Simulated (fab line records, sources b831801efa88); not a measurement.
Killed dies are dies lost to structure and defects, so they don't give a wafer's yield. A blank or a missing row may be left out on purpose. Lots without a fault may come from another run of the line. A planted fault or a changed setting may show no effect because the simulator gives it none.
A struck lot beside a sound one | flow sky130 | 15 steps out of a route of 708
Sound: wafers L590.1, L590.2, L590.5. Struck: wafers L577.2, L577.4, L577.6. The cause comes at the end.
At each step with rows: each side's tool, then ch and its chambers, then its first start. Under that, the readings that differ: sound wafers | struck wafers | difference of the means | sigmas: that difference in standard deviations of wafers without a fault.
alike: readings whose means differ by less than 2 such deviations, and words and numbers that are the same on both sides. not compared: withheld readings, readings that some wafer has no value for, bounds like >300 that may hide the same value, and numbers for which the record gives no deviation and whose values overlap.
The two part at a step that has a row with sigmas, a row that says differs or no value, or rows on one side only. Numbers that don't overlap but have no deviation are shown without sigmas and don't part them. A reading that every wafer of one side lacks parts them only if that side has two wafers or more.

SKY_CAP2M_THK_MEAS_01:
  sound on film_metro-01, day 45 03:55; struck on film_metro-01, day 41 15:55
  alike: CAP2M_CVD_00_THK
SKY_CAP2M_SPUTTER_02: material TiN, target thk 200 nm, time 166.7 s.
  sound on pvd_sputter-02, day 45 03:59; struck on pvd_sputter-03, day 41 15:58
  alike: throttle_valve_pct
SKY_CAP2M_RS_MEAS_03: measures by four-point-probe.
  sound on film_metro-03, day 45 04:05; struck on film_metro-04, day 41 16:06
  alike: CAP2M_TIN_RS
SKY_CAP2M_THK_MEAS_04: measures by xrf.
  sound on film_metro-03, day 45 04:13; struck on film_metro-04, day 41 16:13
  alike: CAP2M_TIN_THK
then, 7 steps without rows for these wafers: SKY_CAP2M_DEHYDRATE_05 (time 60 s); SKY_CAP2M_HMDS_06 (prime time 60 s); SKY_CAP2M_COAT_07 (resist thk 1140 nm); SKY_CAP2M_SOFTBAKE_08 (time 60 s); SKY_CAP2M_EXPOSE_09 (exposes mask CAP2M, target cd 1000 nm); SKY_CAP2M_PEB_10; SKY_CAP2M_DEVELOP_11 (develop time 60 s).
SKY_CAP2M_OVL_MEAS_12:
  sound on overlay-02, day 46 01:41; struck on overlay-02, day 42 15:59
  alike: CAP2M_OVL
SKY_CAP2M_METAL_ETCH_13: etches TiN in Cl2/BCl3, stops on SiO2, target depth 220 nm, time 62.9 s.
  sound on rie_metal-01 ch 0,1, day 46 01:44; struck on rie_metal-03 ch 0,1, day 42 16:01
  reading                        | sound                | struck            | difference | sigmas
  chamber_pressure_mTorr (mTorr) | 10.013 10.012 10.002 | 7.987 8.003 7.985 | -2.017     | -99 or more
  alike: drypump_motor_current_A, oes_product_au, throttle_valve_pct
  not compared: rf_hours_counter_h
SKY_CAP2M_STRIP_14: strips in O2/N2.
  sound on plasma_asher-03 ch 0,1, day 46 01:49; struck on plasma_asher-04 ch 0,1, day 42 16:06
  alike: drypump_motor_current_A, oes_product_au, strip_time_to_endpoint_s
  not compared: rf_hours_counter_h
SKY_PAD_OPEN_PROBE_99:
  the record has rows for the sound wafers here (prober-01, day 50 06:48) and none for the struck ones

WHERE THEY PART
First at SKY_CAP2M_METAL_ETCH_13; last, within this record, at SKY_PAD_OPEN_PROBE_99.

WHY: what the simulator had put in
Process parameter drift: rie_metal-03, from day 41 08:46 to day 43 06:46, at SKY_CAP2M_METAL_ETCH_13. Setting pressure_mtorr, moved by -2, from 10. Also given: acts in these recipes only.
